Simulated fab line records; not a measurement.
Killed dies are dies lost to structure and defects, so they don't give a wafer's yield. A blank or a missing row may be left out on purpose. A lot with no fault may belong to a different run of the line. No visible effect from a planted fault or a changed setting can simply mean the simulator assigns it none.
Matching of chambers / flow sky130 / cmp-01 running SKY_FIELD_ISO_CMP_27: 4 sister chambers
The step polishes, stops on Si3N4, t overpolish 16 s, target thk 457.8 nm. 18 wafers are shown with their chamber, then 9 later ones without.

EACH WAFER AND ITS CHAMBER
wafer=L074.1; chamber=2; time to endpoint s (s)=114; motor current A (A)=11.0; overpolish run s (s)=16.002
wafer=L074.4; chamber=3; time to endpoint s (s)=109; motor current A (A)=11.7; overpolish run s (s)=16.009
wafer=L074.6; chamber=1; time to endpoint s (s)=122; motor current A (A)=11.5; overpolish run s (s)=16.010
wafer=L076.3; chamber=0; time to endpoint s (s)=108; motor current A (A)=10.5; overpolish run s (s)=15.998
wafer=L076.5; chamber=3; time to endpoint s (s)=108; motor current A (A)=11.5; overpolish run s (s)=16.006
wafer=L076.6; chamber=2; time to endpoint s (s)=111; motor current A (A)=11.1; overpolish run s (s)=16.031
wafer=L077.3; chamber=2; time to endpoint s (s)=115; motor current A (A)=10.9; overpolish run s (s)=15.996
wafer=L077.4; chamber=1; time to endpoint s (s)=124; motor current A (A)=11.4; overpolish run s (s)=16.007
wafer=L077.5; chamber=2; time to endpoint s (s)=117; motor current A (A)=10.8; overpolish run s (s)=16.010
wafer=L081.2; chamber=2; time to endpoint s (s)=110; motor current A (A)=11.1; overpolish run s (s)=16.013
wafer=L081.3; chamber=1; time to endpoint s (s)=119; motor current A (A)=11.9; overpolish run s (s)=15.998
wafer=L081.5; chamber=3; time to endpoint s (s)=108; motor current A (A)=11.6; overpolish run s (s)=16.002
wafer=L083.2; chamber=0; time to endpoint s (s)=111; motor current A (A)=10.3; overpolish run s (s)=16.002
wafer=L083.5; chamber=0; time to endpoint s (s)=109; motor current A (A)=11.2; overpolish run s (s)=15.993
wafer=L083.6; chamber=1; time to endpoint s (s)=117; motor current A (A)=11.5; overpolish run s (s)=15.995
wafer=L085.1; chamber=2; time to endpoint s (s)=111; motor current A (A)=11.0; overpolish run s (s)=16.003
wafer=L085.5; chamber=0; time to endpoint s (s)=110; motor current A (A)=10.2; overpolish run s (s)=15.996
wafer=L085.6; chamber=3; time to endpoint s (s)=104; motor current A (A)=11.2; overpolish run s (s)=15.988

SIGNATURES (means of the wafers above)
reading=time to endpoint s; chamber 0=109.50; chamber 1=120.50; chamber 2=113.00; chamber 3=107.25; scatter within a chamber=2.49
reading=motor current A; chamber 0=10.550; chamber 1=11.575; chamber 2=10.983; chamber 3=11.500; scatter within a chamber=0.263
reading=overpolish run s; chamber 0=15.99725; chamber 1=16.00250; chamber 2=16.00917; chamber 3=16.00125; scatter within a chamber=0.00929
Rule: a wafer's distance from a chamber is the root of the sum, over the readings, of the square of ((its reading less the chamber's mean) divided by the reading's scatter). The wafer belongs to the nearest chamber; if the next one is less than 2 further off, it can't be placed. The scatter: take each reading less its chamber's mean, square it, sum over the shown wafers, divide by the number of wafers less the number of chambers, and take the root.

WAFERS MISSING THEIR CHAMBER
wafer=L088.1; time to endpoint s (s)=108; motor current A (A)=11.0; overpolish run s (s)=16.017
wafer=L088.2; time to endpoint s (s)=115; motor current A (A)=11.4; overpolish run s (s)=16.003
wafer=L088.3; time to endpoint s (s)=105; motor current A (A)=12.1; overpolish run s (s)=16.020
wafer=L092.2; time to endpoint s (s)=113; motor current A (A)=11.8; overpolish run s (s)=16.000
wafer=L092.3; time to endpoint s (s)=102; motor current A (A)=11.4; overpolish run s (s)=16.007
wafer=L092.4; time to endpoint s (s)=108; motor current A (A)=11.5; overpolish run s (s)=16.013
wafer=L094.2; time to endpoint s (s)=106; motor current A (A)=10.3; overpolish run s (s)=15.999
wafer=L094.3; time to endpoint s (s)=105; motor current A (A)=11.1; overpolish run s (s)=16.008
wafer=L094.5; time to endpoint s (s)=106; motor current A (A)=10.6; overpolish run s (s)=15.989

CHAMBER TAKEN BY EACH
wafer=L088.1; from the rows above=can't be placed: 2 or 3 or 0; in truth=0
wafer=L088.2; from the rows above=can't be placed: 2 or 1 or 3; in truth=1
wafer=L088.3; from the rows above=3; in truth=3
wafer=L092.2; from the rows above=can't be placed: 3 or 1 or 2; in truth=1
wafer=L092.3; from the rows above=3; in truth=3
wafer=L092.4; from the rows above=can't be placed: 3 or 2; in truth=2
wafer=L094.2; from the rows above=0; in truth=0
wafer=L094.3; from the rows above=can't be placed: 3 or 0 or 2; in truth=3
wafer=L094.5; from the rows above=0; in truth=0
4 of 9 placed correctly. Cannot be placed on the basis of these rows: 5; the candidates contain the true chamber in 5. Wrongly placed: 0.
